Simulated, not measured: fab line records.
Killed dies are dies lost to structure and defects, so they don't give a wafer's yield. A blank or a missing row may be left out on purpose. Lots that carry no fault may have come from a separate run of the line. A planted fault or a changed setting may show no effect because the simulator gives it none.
A struck lot beside a sound one	flow sfqLine	41 out of 325 route steps
Sound: wafers L778.2, L778.3, L778.5. Struck: wafer L768.6 (L768.2, L768.3, from the same lot, were not struck and are left out); the cause is given at the end.
For every step that has rows: the tool of each side, followed by ch and its chambers, followed by its first start. Under that, the readings that differ: sound wafers	struck wafers	difference of the means	sigmas: that difference in standard deviations of wafers without a fault.
alike: readings whose means differ by less than 2 such deviations, and words and numbers that are the same on both sides. not compared: withheld readings, readings that some wafer has no value for, bounds like >300 that may hide the same value, and numbers for which the record gives no deviation and whose values overlap.
The two part at a step that has a row with sigmas, a row that says differs or no value, or rows on one side only. When numbers do not overlap yet have no deviation, they are printed without sigmas and do not part them. A reading that every wafer of one side lacks parts them only if that side has two wafers or more.

first, 3 steps without rows for these wafers: SFQ_TRILAYER_I4_VIA_LITHO_EXPOSE_104 (exposes mask I4, target cd 700 nm); SFQ_TRILAYER_I4_VIA_LITHO_PEB_106 (peb time 60 s); SFQ_TRILAYER_I4_VIA_LITHO_DEVELOP_105 (time 60 s).
SFQ_I4_OVL_MEAS_928:
  sound on overlay-01 at day 59 18:35; struck on overlay-02 at day 51 21:13
reading	sound	struck	difference	sigmas
I4_OVL (nm)	-8 -2 -5	7	+12	+2
then, 6 steps without rows for these wafers: SFQ_TRILAYER_I4_VIA_BARC_OPEN_VIA_ETCH_146 (etches BARC in O2, target depth 125 nm, time 41.7 s); SFQ_TRILAYER_I4_VIA_ETCH_VIA_ETCH_106 (etches SiO2 in CHF3, stops on Nb, target depth 260 nm); SFQ_TRILAYER_I4_VIA_STRIP_STRIP_107 (strips in O2); SFQ_TRILAYER_I4_VIA_STRIP_SOLV_CLEAN_108 (cleans in NMP, time 600 s); SFQ_TRILAYER_JJ_TRILAYER_DEP_PRE_CLEAN_113 (time 22.5 s); SFQ_TRILAYER_JJ_TRILAYER_DEP_SPUTTER_109 (material Nb, target thk 150 nm, time 100 s).
SFQ_TRILAYER_JJ_TRILAYER_DEP_SPUTTER_110: material Al, target thk 8 nm, time 10 s.
  sound on pvdSputter-03 at day 59 19:39; struck on pvdSputter-04 at day 51 22:52
  alike: throttleValvePct
then, 1 step without rows for these wafers: SFQ_TRILAYER_JJ_TRILAYER_DEP_AL_OXIDATION_111 (oxidation time 600 s).
SFQ_TRILAYER_JJ_TRILAYER_DEP_SPUTTER_112: material Nb, target thk 170 nm, time 113.3 s.
  sound on pvdSputter-03 at day 59 20:40; struck on pvdSputter-04 at day 51 23:53
reading	sound	struck	difference	sigmas
model.Nb_of_TRILAYER_JJ_TRILAYER_DEP_SPUTTER_112.thkNm (nm)	168.1 167.9 168.9	248	+80	
  alike: throttleValvePct
SFQ_JJ_RS_MEAS_929: uses a four-point probe to measure.
  sound on filmMetro-01 at day 59 20:46; struck on filmMetro-02 at day 52 00:17
reading	sound	struck	difference	sigmas
JJ_NB_RS (ohm/sq)	1.059 1.062 1.055	0.716	-0.343	-20
  not compared: hold
then, 5 steps without rows for these wafers: SFQ_TRILAYER_JJ_CE_LITHO_COAT_114 (resist thk 600 nm); SFQ_TRILAYER_JJ_CE_LITHO_SOFTBAKE_118; SFQ_TRILAYER_JJ_CE_LITHO_EXPOSE_115 (exposes mask J5, target cd 700 nm); SFQ_TRILAYER_JJ_CE_LITHO_PEB_117 (peb time 60 s); SFQ_TRILAYER_JJ_CE_LITHO_DEVELOP_116 (time 60 s).
SFQ_JJ_OVL_MEAS_931:
  sound on overlay-02 at day 59 23:11; struck on overlay-01 at day 52 14:39
  alike: J5_OVL
next, for these wafers, 1 step has no rows: SFQ_TRILAYER_JJ_CE_METRO_MEASURE_117.
SFQ_TRILAYER_JJ_CE_BARC_OPEN_RIE_150: chemistry O2, target BARC, target depth 240 nm, time 80 s.
  sound on rieMetal-01 ch 0,1, day 60 00:25; struck on rieMetal-02 ch 0, day 52 15:53
  alike: drypumpMotorCurrentA, oesProductAu
  not compared: rfHoursCounterH
then, 10 steps without rows for these wafers: SFQ_TRILAYER_JJ_CE_ETCH_RIE_118 (chemistry SF6, target Nb, stops on Al2O3, time 97.7 s, target depth 170 nm); SFQ_TRILAYER_JJ_ANODIZE_ANODIZE_119; SFQ_TRILAYER_JJ_CE_STRIP_STRIP_120 (strips in O2); SFQ_TRILAYER_JJ_CE_STRIP_SOLV_CLEAN_121 (cleans in NMP, time 600 s); SFQ_TRILAYER_M5_LITHO_COAT_128 (resist thk 62 nm); SFQ_TRILAYER_M5_LITHO_COAT_123 (resist thk 600 nm); SFQ_TRILAYER_M5_LITHO_SOFTBAKE_127; SFQ_TRILAYER_M5_LITHO_EXPOSE_124 (exposes mask M5, target cd 700 nm); SFQ_TRILAYER_M5_LITHO_PEB_126 (peb time 60 s); SFQ_TRILAYER_M5_LITHO_DEVELOP_125 (time 60 s).
-- the record jumps here: 5 days lie between the struck wafers' starts before and after --
SFQ_M5_OVL_MEAS_932:
  sound on overlay-01 at day 60 04:08; struck on overlay-01 at day 57 19:47
  alike: M5_OVL
then, 2 steps without rows for these wafers: SFQ_TRILAYER_M5_BARC_OPEN_METAL_ETCH_161 (etches BARC in O2, target depth 125 nm, time 41.7 s); SFQ_TRILAYER_M5_ETCH_METAL_ETCH_126 (etches Nb in Cl2/BCl3, stops on SiO2, time 203.2 s, target depth 265 nm).
SFQ_TRILAYER_M5_STRIP_STRIP_127: strips in O2.
  sound on rieMetal-01 ch 1, day 60 04:26; struck on rieMetal-01 ch 1, day 57 20:04
  alike: drypumpMotorCurrentA, oesProductAu
  not compared: rfHoursCounterH
then, 1 step without rows for these wafers: SFQ_TRILAYER_M5_STRIP_SOLV_CLEAN_128 (cleans in NMP, time 600 s).
SFQ_TRILAYER_A5B_DEP_PECVD_129: deposits SiO2 from SiH4/N2O, time 133.33 s, target thk 600 nm.
  sound on pecvd-02 ch 0,1, day 60 05:12; struck on pecvd-03 ch 1, day 57 21:03
  alike: heaterPowerW, susceptorTempC, throttleValvePct
SFQ_TRILAYER_A5B_CMP_CMP_130: polishes, stops on Nb, target thk 340.7 nm.
  sound on cmp-02 ch 0,1,3, day 60 06:52; struck on cmp-02 ch 1, day 58 05:20
  alike: motorCurrentA
next, for these wafers, 1 step has no rows: SFQ_TRILAYER_A5B_METRO_MEASURE_131.
-- the record jumps here: 5 days lie between the struck wafers' starts before and after --
SFQ_TRILAYER_R5_ETCH_METAL_ETCH_139: etches the open film in Cl2, stops on SiO2, target depth 60 nm, time 40 s.
  sound on rieMetal-02 ch 0, day 64 16:52; struck on rieMetal-04 ch 0, day 63 00:38
reading	sound	struck	difference	sigmas
model.Nb_of_TRILAYER_JJ_TRILAYER_DEP_SPUTTER_112.thkNm (nm)	158.2 157.9 158.8	237.8	+79.5	
  alike: drypumpMotorCurrentA, oesProductAu
  not compared: rfHoursCounterH

WHERE THEY PART
At SFQ_I4_OVL_MEAS_928 first; at SFQ_JJ_RS_MEAS_929 last (within this record only). Later steps at which nothing parts them and some readings are alike: SFQ_JJ_OVL_MEAS_931, SFQ_TRILAYER_JJ_CE_BARC_OPEN_RIE_150, SFQ_M5_OVL_MEAS_932, SFQ_TRILAYER_M5_STRIP_STRIP_127, SFQ_TRILAYER_A5B_DEP_PECVD_129, SFQ_TRILAYER_A5B_CMP_CMP_130, SFQ_TRILAYER_R5_ETCH_METAL_ETCH_139.

WHY: what had been put in by the simulator
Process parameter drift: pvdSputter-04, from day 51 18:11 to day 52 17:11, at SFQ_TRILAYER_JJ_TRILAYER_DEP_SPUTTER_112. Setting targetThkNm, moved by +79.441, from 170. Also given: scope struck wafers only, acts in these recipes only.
